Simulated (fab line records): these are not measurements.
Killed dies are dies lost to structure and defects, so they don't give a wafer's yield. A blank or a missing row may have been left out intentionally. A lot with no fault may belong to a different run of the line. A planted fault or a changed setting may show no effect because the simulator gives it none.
Which tool did it? ; flow sky130 ; 38 wafers from 13 lots sampled at 5 of the route's 708 steps

WHAT THE GAUGES READ, wafer by wafer
SKY_VT_ADJUST_NCORE_OVL_MEAS_08.
lot;measured;on;VT_ADJUST_NCORE_OVL (nm)
L528;day 8 12:17;overlay-02;1.3 0.5 1.5
L529;day 8 16:42;overlay-01;1.8 1.2 -0.3
L530;day 9 08:50;overlay-02;1.0 1.4 3.1
L533;day 10 11:50;overlay-01;0.9 1.5 1.0
L534;day 10 20:56;overlay-02;-0.8 -0.4 -0.2
L535;day 11 03:28;overlay-02;-2.0 -3.2 -2.2
L537;day 11 21:05;overlay-01;-0.7 -1.2 1.5
L538;day 12 01:05;overlay-02;1.0 1.4 1.7
L539;day 12 09:47;overlay-02;0.8 2.1 0.7
L541;day 12 22:05;overlay-02;-1.9 -0.9 0.5
L542;day 13 05:48;overlay-01;1.7 2.0
L544;day 14 02:50;overlay-01;-0.6 1.3 1.3
L550;day 16 08:08;overlay-02;2.2 1.4 2.8

SKY_SONOS_TUNNEL_CD_MEAS_07: the cd target is 410 nm.
lot;measured;on;cd nm (nm)
L528;day 11 09:56;cd sem-02;409.6 408.4 408.6
L529;day 11 14:16;cd sem-02;413.8 414.0 413.3
L530;day 12 09:01;cd sem-01;408.6 409.8 408.1
L533;day 13 16:04;cd sem-02;409.9 414.8 413.7
L534;day 14 00:35;cd sem-02;409.4 410.7 406.7
L535;day 14 08:55;cd sem-02;405.7 405.0 405.0
L537;day 15 02:33;cd sem-01;409.6 410.7 410.8
L538;day 15 07:16;cd sem-02;410.5 409.7 410.3
L539;day 15 17:06;cd sem-01;413.4 412.9 414.0
L541;day 16 06:16;cd sem-01;409.9 408.3 409.0
L542;day 16 15:11;cd sem-01;397.3 400.7
L544;day 17 12:26;cd sem-01;397.9 408.2 397.9
L550;day 20 00:45;cd sem-02;407.0 408.3 406.0

SKY_SONOS_TUNNEL_OVL_MEAS_08.
lot;measured;on;SONOS_TUNNEL_OVL (nm)
L528;day 11 10:03;overlay-02;1.6 -0.8 1.7
L529;day 11 14:23;overlay-01;0.5 0.0 -1.1
L530;day 12 09:08;overlay-01;1.3 1.4 -0.8
L533;day 13 16:11;overlay-01;-0.1 -1.0 -0.9
L534;day 14 00:42;overlay-01;0.8 -0.1 -0.7
L535;day 14 09:02;overlay-02;1.0 1.7 2.4
L537;day 15 02:40;overlay-01;-0.1 -1.6 -1.1
L538;day 15 07:23;overlay-01;-0.7 -0.6 -1.6
L539;day 15 17:13;overlay-02;0.5 -0.7 0.2
L541;day 16 06:23;overlay-01;0.2 1.2 1.0
L542;day 16 15:18;overlay-01;-0.4 -0.5
L544;day 17 12:33;overlay-02;-0.7 0.4 0.9
L550;day 20 00:52;overlay-02;0.6 0.1 0.2

EACH LOT AND THE TOOL THAT RAN IT (in order: tool; ch and the chambers of the sampled wafers; start)
lot;SKY_VT_ADJUST_LVTN_STRIP_20;SKY_SONOS_TUNNEL_DEVELOP_06
L528;plasma asher-03 ch 0,1, day 7 16:23;litho track-03 ch 0, day 11 09:48
L529;plasma asher-02 ch 0, day 7 20:32;litho track-02 ch 0, day 11 14:08
L530;plasma asher-04 ch 0,1, day 8 09:53;litho track-03 ch 0, day 12 08:52
L533;plasma asher-02 ch 0,1, day 9 13:35;litho track-03 ch 0, day 13 15:55
L534;plasma asher-02 ch 0,1, day 9 21:35;litho track-03 ch 0, day 14 00:27
L535;plasma asher-02 ch 0,1, day 10 03:25;litho track-02 ch 0, day 14 08:47
L537;plasma asher-03 ch 0, day 10 20:05;litho track-02 ch 0, day 15 02:24
L538;plasma asher-03 ch 0, day 11 00:38;litho track-04 ch 0, day 15 07:07
L539;plasma asher-03 ch 0,1, day 11 08:38;litho track-02 ch 0, day 15 16:57
L541;plasma asher-02 ch 0,1, day 11 20:50;litho track-03 ch 0, day 16 06:07
L542;plasma asher-03 ch 0,1, day 12 04:17;litho track-03 ch 0, day 16 15:03
L544;plasma asher-03 ch 0,1, day 13 01:34;litho track-03 ch 0, day 17 12:18
L550;plasma asher-02 ch 0,1, day 15 04:16;litho track-04 ch 0, day 20 00:36
- SKY_VT_ADJUST_LVTN_STRIP_20: strips in O2/N2.
- SKY_SONOS_TUNNEL_DEVELOP_06: develop time 60 s.

AS READ BY THE TOOLS THEMSELVES (means over the sampled wafers that have a number; for cases with no such wafer, the mark the record gives instead)
SKY_VT_ADJUST_LVTN_STRIP_20.
lot;tool;drypump motor current A (A);oes product au (a.u.);strip time to endpoint s (s)
L528;plasma asher-03;5.4;0.714;14.17
L529;plasma asher-02;6.4;0.716;14.21
L530;plasma asher-04;5.5;0.714;14.15
L533;plasma asher-02;6.4;0.715;14.17
L534;plasma asher-02;6.3;0.714;14.13
L535;plasma asher-02;6.4;0.719;14.18
L537;plasma asher-03;5.8;0.715;14.20
L538;plasma asher-03;5.8;0.716;14.15
L539;plasma asher-03;5.4;0.719;14.17
L541;plasma asher-02;6.3;0.717;14.12
L542;plasma asher-03;5.5;0.716;14.23
L544;plasma asher-03;5.6;0.721;14.17
L550;plasma asher-02;6.4;0.713;14.15

THE ANSWER, worked out from the rows above alone
Rule: what is usual is taken from the lots themselves. The widest of any qualifying gaps counts: lots, ordered by their means at a reading, are off when they make up no more than a third of the lots, leave a main group of 4 or more, and stand apart from it by 3 or more times the standard deviation of that group's means. Not used: any main group whose means are identical at the precision the tables above print for the reading. Also off: a lot with no number at a reading for which 4 or more lots have one. All remaining lots with rows at the step are treated as sound. After the gauges, taken in route order, come the tools' own readings; for these a lot's mean is taken, as printed above. At the first step where some lot is off, the reading lying furthest off is the one used; lots without a number count as furthest.
Across all readings shown, no lot is off: no conclusion can be drawn from this.

WHAT WAS PUT IN BY THE SIMULATOR
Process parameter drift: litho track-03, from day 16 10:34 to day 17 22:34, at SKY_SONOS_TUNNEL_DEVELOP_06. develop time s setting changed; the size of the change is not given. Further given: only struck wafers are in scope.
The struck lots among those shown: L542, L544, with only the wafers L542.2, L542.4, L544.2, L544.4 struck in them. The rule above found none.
